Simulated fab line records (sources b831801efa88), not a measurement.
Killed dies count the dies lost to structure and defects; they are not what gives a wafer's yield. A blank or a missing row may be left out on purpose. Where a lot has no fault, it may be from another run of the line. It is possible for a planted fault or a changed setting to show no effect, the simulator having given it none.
One fault seen from 2 desks ; flow sky130 ; numbers are kept per desk, each desk with only its own; the story behind them comes last

## THE TOOL OWNER'S DESK: pvd-sputter-04
At SKY_CAPM_SPUTTER_02 (material TiN, target thk 200 nm, time 166.7 s) the tool's own readings: per lot run on this tool, the mean of the sampled wafers that have a number. A lot is out of limits, marked OUT, if its mean lies more than 4 standard deviations from the usual mean; the brackets give that distance.
Columns: A = throttle-valve-pct at SKY_CAPM_SPUTTER_02, usual 29.2 %
lot;first seen here;A
L328;day 36 18:35;30.6
L332;day 38 02:32;29.5
L339;day 40 03:16;28.5
L341;day 40 20:40;30.5
This desk found nothing out of limits on any of the 4 lots.

## FROM THE METROLOGY DESK
What the gauges read for every lot (on any tool): the sampled wafers with a number, averaged. A lot is out of limits, marked OUT, if its mean lies more than 4 standard deviations from the usual mean; the brackets give that distance.
Columns: A = VIA2_W_RS at SKY_VIA2_RS_MEAS_22, usual 0.271 ohm/sq; B = VIA2_W_THK at SKY_VIA2_THK_MEAS_23, usual 429 nm; C = CAPM_TIN_RS at SKY_CAPM_RS_MEAS_03, usual 6.95 ohm/sq; D = CAPM_TIN_THK at SKY_CAPM_THK_MEAS_04, usual 196.6 nm
lot;first seen here;A;B;C;D
L328;day 36 17:52;0.275;436;7.02;196.1
L331;day 37 17:09;0.272;428;6.90;198.6
L332;day 38 01:51;0.267;435;7.03;194.5
L339;day 40 02:32;0.267;429;9.30 (+30) OUT;153.4 (-19) OUT
L341;day 40 19:57;0.273;423;8.30 (+17) OUT;172.2 (-11) OUT
L344;day 41 13:52;0.267;429;6.89;198.3
L346;day 42 01:25;0.272;428;6.95;198.1
L347;day 42 08:11;0.277;421;6.86;200.6
L350;day 43 12:25;0.271;430;6.87;199.4
This desk's finding: out of limits on L339, L341; first on L339, day 40 03:22 (CAPM_TIN_RS at SKY_CAPM_RS_MEAS_03). In limits: L328, L331, L332, L344, L346, L347, L350.

## TAKEN TOGETHER
Metrology desk: alarm possible at day 40 03:22 on L339, L341.
The tool owner's desk saw nothing out of limits.
Tool owner's desk: L339, L341 on record, inside its limits.
On pvd-sputter-04, each named lot ran SKY_CAPM_SPUTTER_02.

## WHAT THE SIMULATOR PUT IN
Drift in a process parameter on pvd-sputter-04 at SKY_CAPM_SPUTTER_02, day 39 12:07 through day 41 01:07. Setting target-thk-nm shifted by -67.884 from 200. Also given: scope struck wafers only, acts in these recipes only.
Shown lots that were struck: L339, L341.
Per desk, hours elapsed from the start of the fault to the first reading out of limits: for the metrology desk, 15.
